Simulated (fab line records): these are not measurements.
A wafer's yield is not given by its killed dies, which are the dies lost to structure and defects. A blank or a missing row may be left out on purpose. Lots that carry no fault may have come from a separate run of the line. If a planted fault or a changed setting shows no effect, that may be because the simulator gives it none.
A struck lot beside a sound one / flow sky130 / 16 steps out of a route of 708
Sound: the wafers L206.1, L206.3, L206.5. The struck wafers were L216.2, L216.3, L216.5. At the end, the cause is stated.
Order at every step that has rows: each side's tool, ch and its chambers, its first start. Under that, the readings that differ: sound wafers / struck wafers / difference of the means / sigmas: that difference in standard deviations of wafers without a fault.
alike: same words and numbers on both sides, and readings whose means sit less than 2 such deviations apart. not compared: any withheld reading, any reading some wafer has no value for, any bound like >300 that may hide the same value, and any number with overlapping values for which the record gives no deviation.
Wherever a step has rows on one side only, a row that says differs or no value, or a row with sigmas, the two part there. Numbers that don't overlap but have no deviation are shown without sigmas and don't part them. Lack of a reading on every wafer of one side parts them only where that side has two or more wafers.

SKY_LDD_HVP_STRIP_09: strips in O2/N2.
  sound on plasmaAsher-01 ch 0,1, day 23 00:07; struck on plasmaAsher-02 ch 1, day 26 07:52
  alike: drypumpMotorCurrentA, oesProductAu, stripTimeToEndpointS
  not compared: rfHoursCounterH
SKY_LDD_HVP_TW_MEAS_10:
  sound on filmMetro-01, day 23 00:13; struck on filmMetro-02, day 26 07:59
  alike: LDD_HVP_TW
then, 7 steps without rows for these wafers: SKY_LDD_LDN_DEHYDRATE_00 (time 60 s); SKY_LDD_LDN_HMDS_01 (prime time 60 s); SKY_LDD_LDN_COAT_02 (resist thk 1140 nm); SKY_LDD_LDN_SOFTBAKE_03 (time 60 s); SKY_LDD_LDN_EXPOSE_04 (exposes mask LDNTM, target cd 700 nm); SKY_LDD_LDN_PEB_05; SKY_LDD_LDN_DEVELOP_06 (develop time 60 s).
SKY_LDD_LDN_OVL_MEAS_07:
  sound on overlay-02, day 24 05:51; struck on overlay-01, day 27 12:36
  alike: LDD_LDN_OVL
then, 2 steps without rows for these wafers: SKY_LDD_LDN_IMPLANT_08; SKY_LDD_LDN_IMPLANT_09.
SKY_LDD_LDN_IMPLANT_10:
  sound on implanter-03 ch 0, day 24 06:11; struck on implanter-03, day 27 12:58
  no value came back on the struck wafers for beamEnergyKeV, beamOnS (s), faradayCurrentUA; on the sound wafers beamEnergyKeV reads 14.998 15.002 14.998
then, 1 step without rows for these wafers: SKY_LDD_LDN_IMPLANT_11.
SKY_LDD_LDN_STRIP_12: strips in O2/N2.
  sound on plasmaAsher-01 ch 0,1, day 24 06:29; struck on plasmaAsher-03 ch 0,1, day 27 13:14
  alike: drypumpMotorCurrentA, oesProductAu, stripTimeToEndpointS
  not compared: rfHoursCounterH
SKY_LDD_LDN_TW_MEAS_13:
  sound on filmMetro-02, day 24 06:35; struck on filmMetro-04, day 27 13:42
reading=LDD_LDN_TW; sound=1491 1489 1492; struck=1356 1366 1361; difference=-130; sigmas=-15
  not compared: hold

## WHERE THEY PART
Last at SKY_LDD_LDN_TW_MEAS_13 as far as this record goes, first at SKY_LDD_LDN_IMPLANT_10.

WHY: what the simulator had put in
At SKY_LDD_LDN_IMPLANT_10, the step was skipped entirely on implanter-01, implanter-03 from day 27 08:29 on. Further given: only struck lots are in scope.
